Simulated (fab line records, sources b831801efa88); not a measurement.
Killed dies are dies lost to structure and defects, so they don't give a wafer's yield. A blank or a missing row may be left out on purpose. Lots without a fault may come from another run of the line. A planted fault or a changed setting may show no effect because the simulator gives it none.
Problem report in the 8D (eight disciplines) form, filled by code | flow gf180mcu | the parts of the form that need people (team, actions taken, sign-off) are left out

1. THE PROBLEM
HV_LDD_3_TW at GF_HV_LDD_TW_MEAS_38 reads a mean of 1340 on 6 wafers of 2 lots; wafers without a fault read 1429 with a standard deviation of 12. That is -7.5 standard deviations from the usual mean.
First seen on wafer L400.3, day 15 09:43, on film_metro-04. The record holds 36 wafers of 12 lots with a number at this step. Rule for "out", or "out of limits": more than 4 standard deviations from the usual mean. The other wafers with a number count as sound.

2. WHAT IT IS AND WHAT IT IS NOT
question                    | is                     | is not
which readings at this step | HV_LDD_3_TW            | -
which lots                  | L400, L401             | L389, L390, L392, L393, L398, L403, L404, L407, L408, L409
which wafers of those lots  | all that have a number | -
read on which gauges        | film_metro-04          | film_metro-01, film_metro-02
when                        | from day 15 09:43      | up to then (15 sound wafers); but 15 sound wafers of L403, L404, L407, L408, L409 came after

3. SUSPECTS, AND WHAT RULES EACH OUT
Counting: a tool at a process step up to the reading stays a suspect if it ran every lot that is out and no sound lot after the first of them.
- the gauge at GF_HV_LDD_TW_MEAS_38: ruled out. All the wafers that are out were read on film_metro-04, but those of them that GF_HV_LDD_IMPLANT_33 has rows for are out there too, on other tools.
- implanter-03 at GF_HV_LDD_IMPLANT_33: ruled out as a lasting fault. Sound lots L408 ran on it after its first lot that is out, L400 (day 15 09:03).
Left after counting: nothing in the record.

4. THE CAUSE (what the simulator had put in)
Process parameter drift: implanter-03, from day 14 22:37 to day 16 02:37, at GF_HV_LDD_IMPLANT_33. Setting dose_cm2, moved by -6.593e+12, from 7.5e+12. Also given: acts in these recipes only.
Counting ruled it out, wrongly: the rule takes a fault to strike every lot that its tool runs from its start on, and this one did not.

5. THE CHAIN OF EFFECTS, in route order
Each row: a reading whose mean over the struck wafers that have a number lies more than 3 standard deviations from the usual. Only readings for which the record gives a usual standard deviation are gone through. hours: the time from each lot's start at the first step in this table that gives one to its start at this step, as a median over the lots. sigmas: the change in usual standard deviations.
hours | step                 | reading            | usual        | on struck wafers | change     | sigmas
0     | GF_HV_LDD_IMPLANT_33 | dose_ions_cm2      | 7.501e+12    | 9.168e+11        | -6.584e+12 | -99 or more
0     | GF_HV_LDD_IMPLANT_33 | faraday_current_uA | 42.2         | 5.1              | -37.1      | -48
1     | GF_HV_LDD_TW_MEAS_38 | HV_LDD_3_TW        | 1429         | 1340             | -90        | -7.5
23    | GF_HV_LDD_RS_MEAS_53 | HV_LDD_RS          | 418.8 ohm/sq | 436.8            | +18.0      | +16
The process steps in it:
- GF_HV_LDD_IMPLANT_33
Later measuring or inspecting steps at which every struck wafer that the step has a row for has a number for every such reading, and none has moved that far: GF_HV_LDD_THK_MEAS_55.

6. WHAT WOULD HAVE CAUGHT IT SOONER
In this record the first reading out of limits at a measuring or inspecting step was taken at day 15 09:43, 11 hours after the fault began at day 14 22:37.
The tool's own readings at GF_HV_LDD_IMPLANT_33 were out on every struck wafer that the step has a row for (dose_ions_cm2, faraday_current_uA): an alarm limit on them would have fired on the first of those.
